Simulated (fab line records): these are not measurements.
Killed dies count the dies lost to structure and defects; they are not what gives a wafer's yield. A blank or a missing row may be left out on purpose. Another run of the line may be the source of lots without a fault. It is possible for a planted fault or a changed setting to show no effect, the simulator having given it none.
Which of the tools did it? + flow sky130 + 72 wafers from 24 lots sampled at 4 of the route's 708 steps

== WHAT THE GAUGES READ, wafer by wafer ==
SKY_VIA3_THK_MEAS_23: measures by xrf.
| lot  | measured     | on            | VIA3_W_THK (nm) |
|------|--------------|---------------|-----------------|
| L074 | day 39 10:25 | film metro-02 | 391 396 388     |
| L075 | day 39 16:04 | film metro-01 | 390 390 388     |
| L076 | day 40 07:53 | film metro-04 | 402 400 397     |
| L077 | day 40 14:01 | film metro-01 | 401 399 405     |
| L078 | day 40 21:47 | film metro-04 | 404 407 404     |
| L079 | day 40 23:01 | film metro-01 | 399 399 401     |
| L080 | day 41 15:55 | film metro-04 | 406 410 404     |
| L081 | day 42 00:37 | film metro-01 | 399 396 393     |
| L082 | day 42 03:09 | film metro-04 | 407 403 401     |
| L083 | day 42 10:14 | film metro-04 | 399 402 404     |
| L084 | day 42 12:58 | film metro-04 | 396 406 403     |
| L085 | day 42 22:07 | film metro-04 | 406 404 408     |
| L086 | day 43 03:37 | film metro-01 | 393 387 393     |
| L087 | day 43 11:02 | film metro-04 | 410 406 405     |
| L088 | day 43 14:44 | film metro-02 | 401 399 400     |
| L089 | day 43 21:56 | film metro-04 | 407 405 406     |
| L090 | day 44 07:32 | film metro-02 | 400 393 404     |
| L091 | day 44 08:44 | film metro-02 | 401 402 400     |
| L092 | day 44 17:30 | film metro-02 | 394 393 398     |
| L093 | day 44 23:25 | film metro-01 | 405 402 399     |
| L094 | day 45 07:07 | film metro-02 | 392 392 389     |
| L095 | day 45 11:24 | film metro-02 | 393 396 389     |
| L096 | day 45 18:26 | film metro-04 | 412 407 402     |
| L097 | day 45 19:39 | film metro-01 | 387 392 393     |

SKY_CAP2M_THK_MEAS_01.
| lot  | measured     | on            | CAP2M_CVD_00_THK (nm) |
|------|--------------|---------------|-----------------------|
| L074 | day 39 10:58 | film metro-01 | 15.41 15.68 15.56     |
| L075 | day 39 16:35 | film metro-01 | 15.49 15.51 15.73     |
| L076 | day 40 08:25 | film metro-03 | 15.24 15.38 15.53     |
| L077 | day 40 14:34 | film metro-04 | 15.39 15.34 15.08     |
| L078 | day 40 22:19 | film metro-03 | 15.38 15.34 15.37     |
| L079 | day 40 23:33 | film metro-04 | 15.63 15.35 15.94     |
| L080 | day 41 16:40 | film metro-03 | 15.52 15.49 15.61     |
| L081 | day 42 01:10 | film metro-03 | 15.33 15.29 15.37     |
| L082 | day 42 03:41 | film metro-03 | 15.37 15.42 15.68     |
| L083 | day 42 10:55 | film metro-01 | 15.49 15.71 15.68     |
| L084 | day 42 13:31 | film metro-03 | 15.09 14.95 15.31     |
| L085 | day 42 22:42 | film metro-03 | 15.51 15.65 15.69     |
| L086 | day 43 04:08 | film metro-04 | 15.09 15.54 15.55     |
| L087 | day 43 11:35 | film metro-04 | 15.49 15.84 15.83     |
| L088 | day 43 15:17 | film metro-04 | 15.37 15.62 15.59     |
| L089 | day 43 22:28 | film metro-04 | 15.49 15.43 15.47     |
| L090 | day 44 08:04 | film metro-04 | 15.13 15.25 15.33     |
| L091 | day 44 09:17 | film metro-04 | 15.42 15.01 15.46     |
| L092 | day 44 18:02 | film metro-01 | 15.09 15.38 15.40     |
| L093 | day 44 23:58 | film metro-03 | 15.46 15.66 15.68     |
| L094 | day 45 07:39 | film metro-04 | 15.56 15.42 15.54     |
| L095 | day 45 11:57 | film metro-03 | 15.36 15.54 15.35     |
| L096 | day 45 18:58 | film metro-04 | 15.31 15.40 15.81     |
| L097 | day 45 20:20 | film metro-01 | 15.28 15.41 15.64     |

== WHAT TOOL EACH LOT RAN ON (gives the tool, then ch and the chambers of the sampled wafers, and finally the start) ==
| lot  | SKY_METAL3_SPUTTER_03        | SKY_VIA3_CVD_21               |
|------|------------------------------|-------------------------------|
| L074 | pvd sputter-04, day 36 03:01 | cvd w-01 ch 0,1, day 39 10:11 |
| L075 | pvd sputter-04, day 36 08:49 | cvd w-02 ch 0,1, day 39 15:49 |
| L076 | pvd sputter-04, day 37 01:25 | cvd w-02 ch 0,1, day 40 07:37 |
| L077 | pvd sputter-02, day 37 08:34 | cvd w-01 ch 0,1, day 40 13:47 |
| L078 | pvd sputter-02, day 37 16:43 | cvd w-02 ch 0,1, day 40 21:32 |
| L079 | pvd sputter-04, day 37 17:27 | cvd w-01 ch 0,1, day 40 22:46 |
| L080 | pvd sputter-03, day 38 11:19 | cvd w-01 ch 0,1, day 41 15:42 |
| L081 | pvd sputter-03, day 38 19:59 | cvd w-01 ch 0,1, day 42 00:23 |
| L082 | pvd sputter-04, day 38 22:21 | cvd w-01 ch 0,1, day 42 02:56 |
| L083 | pvd sputter-03, day 39 06:13 | cvd w-02 ch 1, day 42 10:00   |
| L084 | pvd sputter-02, day 39 08:13 | cvd w-01 ch 0,1, day 42 12:44 |
| L085 | pvd sputter-02, day 39 18:59 | cvd w-01 ch 0,1, day 42 21:54 |
| L086 | pvd sputter-02, day 39 23:40 | cvd w-01 ch 0,1, day 43 03:22 |
| L087 | pvd sputter-04, day 40 07:06 | cvd w-01 ch 1, day 43 10:41   |
| L088 | pvd sputter-04, day 40 11:22 | cvd w-01 ch 0,1, day 43 14:29 |
| L089 | pvd sputter-04, day 40 18:31 | cvd w-01 ch 0,1, day 43 21:35 |
| L090 | pvd sputter-03, day 41 04:37 | cvd w-01 ch 0,1, day 44 07:17 |
| L091 | pvd sputter-02, day 41 06:04 | cvd w-01 ch 0,1, day 44 08:30 |
| L092 | pvd sputter-02, day 41 16:15 | cvd w-02 ch 0,1, day 44 17:15 |
| L093 | pvd sputter-03, day 41 22:22 | cvd w-01 ch 0,1, day 44 23:10 |
| L094 | pvd sputter-04, day 42 06:25 | cvd w-02 ch 0,1, day 45 06:52 |
| L095 | pvd sputter-03, day 42 11:49 | cvd w-01 ch 0,1, day 45 11:10 |
| L096 | pvd sputter-03, day 42 18:43 | cvd w-02 ch 0,1, day 45 18:10 |
| L097 | pvd sputter-04, day 42 20:46 | cvd w-02 ch 0,1, day 45 19:25 |
- SKY_METAL3_SPUTTER_03: material Ti, target thk 5 nm, time 3.3 s.
- SKY_VIA3_CVD_21: deposits W, target thk 390 nm, time 117.31 s.

== WHAT THE TOOLS THEMSELVES READ (means of the sampled wafers that have a number; where no wafer has one, the mark that the record gives instead) ==
SKY_METAL3_SPUTTER_03.
| lot  | tool           | throttle valve pct (%) |
|------|----------------|------------------------|
| L074 | pvd sputter-04 | 28.9                   |
| L075 | pvd sputter-04 | 29.4                   |
| L076 | pvd sputter-04 | 29.5                   |
| L077 | pvd sputter-02 | 29.6                   |
| L078 | pvd sputter-02 | 29.7                   |
| L079 | pvd sputter-04 | 30.2                   |
| L080 | pvd sputter-03 | 29.3                   |
| L081 | pvd sputter-03 | 29.5                   |
| L082 | pvd sputter-04 | 30.1                   |
| L083 | pvd sputter-03 | 29.2                   |
| L084 | pvd sputter-02 | 29.8                   |
| L085 | pvd sputter-02 | 29.9                   |
| L086 | pvd sputter-02 | 29.6                   |
| L087 | pvd sputter-04 | 30.3                   |
| L088 | pvd sputter-04 | 29.5                   |
| L089 | pvd sputter-04 | 29.9                   |
| L090 | pvd sputter-03 | 29.8                   |
| L091 | pvd sputter-02 | 29.9                   |
| L092 | pvd sputter-02 | 30.1                   |
| L093 | pvd sputter-03 | 29.4                   |
| L094 | pvd sputter-04 | 29.5                   |
| L095 | pvd sputter-03 | 29.4                   |
| L096 | pvd sputter-03 | 29.3                   |
| L097 | pvd sputter-04 | 29.7                   |

SKY_VIA3_CVD_21.
| lot  | tool     | heater power w (W) |
|------|----------|--------------------|
| L074 | cvd w-01 | 770                |
| L075 | cvd w-02 | 734                |
| L076 | cvd w-02 | 747                |
| L077 | cvd w-01 | 764                |
| L078 | cvd w-02 | 741                |
| L079 | cvd w-01 | 763                |
| L080 | cvd w-01 | 759                |
| L081 | cvd w-01 | 753                |
| L082 | cvd w-01 | 757                |
| L083 | cvd w-02 | 719                |
| L084 | cvd w-01 | 767                |
| L085 | cvd w-01 | 775                |
| L086 | cvd w-01 | 767                |
| L087 | cvd w-01 | 771                |
| L088 | cvd w-01 | 756                |
| L089 | cvd w-01 | 762                |
| L090 | cvd w-01 | 761                |
| L091 | cvd w-01 | 760                |
| L092 | cvd w-02 | 738                |
| L093 | cvd w-01 | 775                |
| L094 | cvd w-02 | 758                |
| L095 | cvd w-01 | 771                |
| L096 | cvd w-02 | 753                |
| L097 | cvd w-02 | 767                |

== THE ANSWER, worked out from the rows above alone ==
Rule: usual is defined by the lots themselves. Put in order of their means at a reading, lots are off if they are a third of the lots or fewer, leave a main group of 4 or more, and stand apart from it by a gap of 3 or more times the standard deviation of the main group's means; of several such gaps the widest counts. A main group whose means are all the same, to the digits that the tables above print for the reading, isn't used. A lot without any number at a reading at which 4 lots or more have one is off too. All remaining lots with rows at the step are treated as sound. The gauges are gone through in route order, then the tools' own readings, and for those a lot's mean is taken as printed above. At the first step where some lot is off, the reading lying furthest off is the one used; lots without a number count as furthest.
No lot is off on any of the readings shown, so nothing can be concluded from this.

== WHAT WAS PUT IN BY THE SIMULATOR ==
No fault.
